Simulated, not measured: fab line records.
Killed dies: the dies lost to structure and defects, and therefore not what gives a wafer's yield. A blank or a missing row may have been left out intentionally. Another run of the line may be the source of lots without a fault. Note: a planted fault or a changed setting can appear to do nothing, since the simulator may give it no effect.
Chamber matching | flow gf180mcu | GF_V4_ETCH_16 on rie_diel-03: 4 sister chambers
The step etches BARC in N2/H2. 14 wafers are shown with their chamber, then 7 later ones without.

== WAFERS WITH THEIR CHAMBER ==
wafer  | chamber | drypump_motor_current_A (A) | oes_product_au (a.u.) | throttle_valve_pct (%)
L075.1 | 3       | 5.7                         | 0.863                 | 13.213
L075.2 | 0       | 5.6                         | 0.844                 | 13.224
L075.4 | 1       | 6.0                         | 0.844                 | 13.237
L084.1 | 1       | 6.0                         | 0.854                 | 13.228
L084.4 | 0       | 5.5                         | 0.848                 | 13.235
L084.5 | 0       | 5.5                         | 0.846                 | 13.226
L086.1 | 1       | 6.0                         | 0.854                 | 13.235
L086.4 | 3       | 5.7                         | 0.847                 | 13.238
L086.6 | 1       | 6.0                         | 0.852                 | 13.244
L088.3 | 1       | 6.0                         | 0.855                 | 13.224
L088.5 | 3       | 5.7                         | 0.852                 | 13.235
L088.6 | 2       | 5.8                         | 0.850                 | 13.219
L092.3 | 3       | 5.7                         | 0.853                 | 13.214
L092.4 | 3       | 5.7                         | 0.854                 | 13.232

SIGNATURES, as means of the wafers listed above
reading                 | chamber 0 | chamber 1 | chamber 2 | chamber 3 | scatter within a chamber
drypump_motor_current_A | 5.533     | 6.000     | 5.800     | 5.700     | 0.0258
oes_product_au          | 0.84600   | 0.85180   | 0.85000   | 0.85380   | 0.00473
throttle_valve_pct      | 13.22833  | 13.23360  | 13.21900  | 13.22640  | 0.00942
Rule: for each reading, subtract the chamber's mean from the wafer's reading, divide by that reading's scatter and square the result; add these up over the readings and take the root, which gives the wafer's distance from the chamber. If the next closest chamber is less than 2 further off than the closest, the wafer can't be placed; otherwise it belongs to the closest. The scatter: take each reading less its chamber's mean, square it, sum over the shown wafers, divide by the number of wafers less the number of chambers, and take the root.

== WAFERS WITHOUT THEIR CHAMBER ==
wafer  | drypump_motor_current_A (A) | oes_product_au (a.u.) | throttle_valve_pct (%)
L092.5 | 5.5                         | 0.853                 | 13.223
L094.1 | 5.7                         | 0.864                 | 13.225
L094.3 | 6.0                         | 0.863                 | 13.217
L094.4 | 5.8                         | 0.854                 | 13.212
L097.1 | 5.6                         | 0.846                 | 13.236
L097.2 | 6.0                         | 0.855                 | 13.223
L097.6 | 5.8                         | 0.845                 | 13.233

== WHICH CHAMBER EACH WENT THROUGH ==
wafer  | from the rows above     | in truth
L092.5 | 0                       | 0
L094.1 | 3                       | 3
L094.3 | 1                       | 1
L094.4 | 2                       | 2
L097.1 | can't be placed: 0 or 3 | 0
L097.2 | 1                       | 1
L097.6 | 2                       | 2
Placed correctly: 6 of 7. Can't be placed from these rows: 1 (the true chamber is among the candidates in 1). 0 placed wrongly.
